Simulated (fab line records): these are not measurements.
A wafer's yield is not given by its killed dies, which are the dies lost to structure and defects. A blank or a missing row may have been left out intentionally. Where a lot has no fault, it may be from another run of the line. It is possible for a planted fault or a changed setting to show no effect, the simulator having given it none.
Matching of chambers -- flow gf180mcu -- 4 sister chambers for GF_CONTACT_ETCH_16 on rie-diel-01
The step etches BARC in N2/H2. 4 wafers are shown with their chamber, then 7 later ones without.

== WAFERS, EACH WITH ITS CHAMBER ==
wafer,chamber,throttle-valve-pct (%)
L878.5,3,13.234
L882.6,1,13.230
L884.3,0,13.235
L884.4,2,13.217

== WAFERS WHOSE CHAMBER IS MISSING ==
wafer,throttle-valve-pct (%)
L884.5,13.230
L887.1,13.229
L887.4,13.225
L887.6,13.224
L888.1,13.217
L888.3,13.239
L888.6,13.229

== WHICH CHAMBER EACH WENT THROUGH ==
wafer,from the rows above,in truth
L884.5,can't be placed: 1 or 3 or 0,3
L887.1,can't be placed: 1 or 3 or 0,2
L887.4,can't be placed: 1 or 2 or 3 or 0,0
L887.6,can't be placed: 1 or 2 or 3 or 0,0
L888.1,2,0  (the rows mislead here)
L888.3,can't be placed: 0 or 3 or 1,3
L888.6,can't be placed: 1 or 3 or 0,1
0 of 7 placed correctly. Not placeable from these rows: 6 (in 5, the candidates include the true chamber). 1 placed wrongly.
How it was worked out, from the rows above alone: a wafer's distance from a chamber is the root of the sum, over the readings, of the square of ((its reading less the chamber's mean) divided by the reading's scatter). If the next closest chamber is less than 2 further off than the closest, the wafer can't be placed; otherwise it belongs to the closest. The mean given for a chamber averages the wafers shown for that chamber. The scatter: root of mean squared gap, hidden wafer to nearest shown wafer, with one shown wafer a chamber.
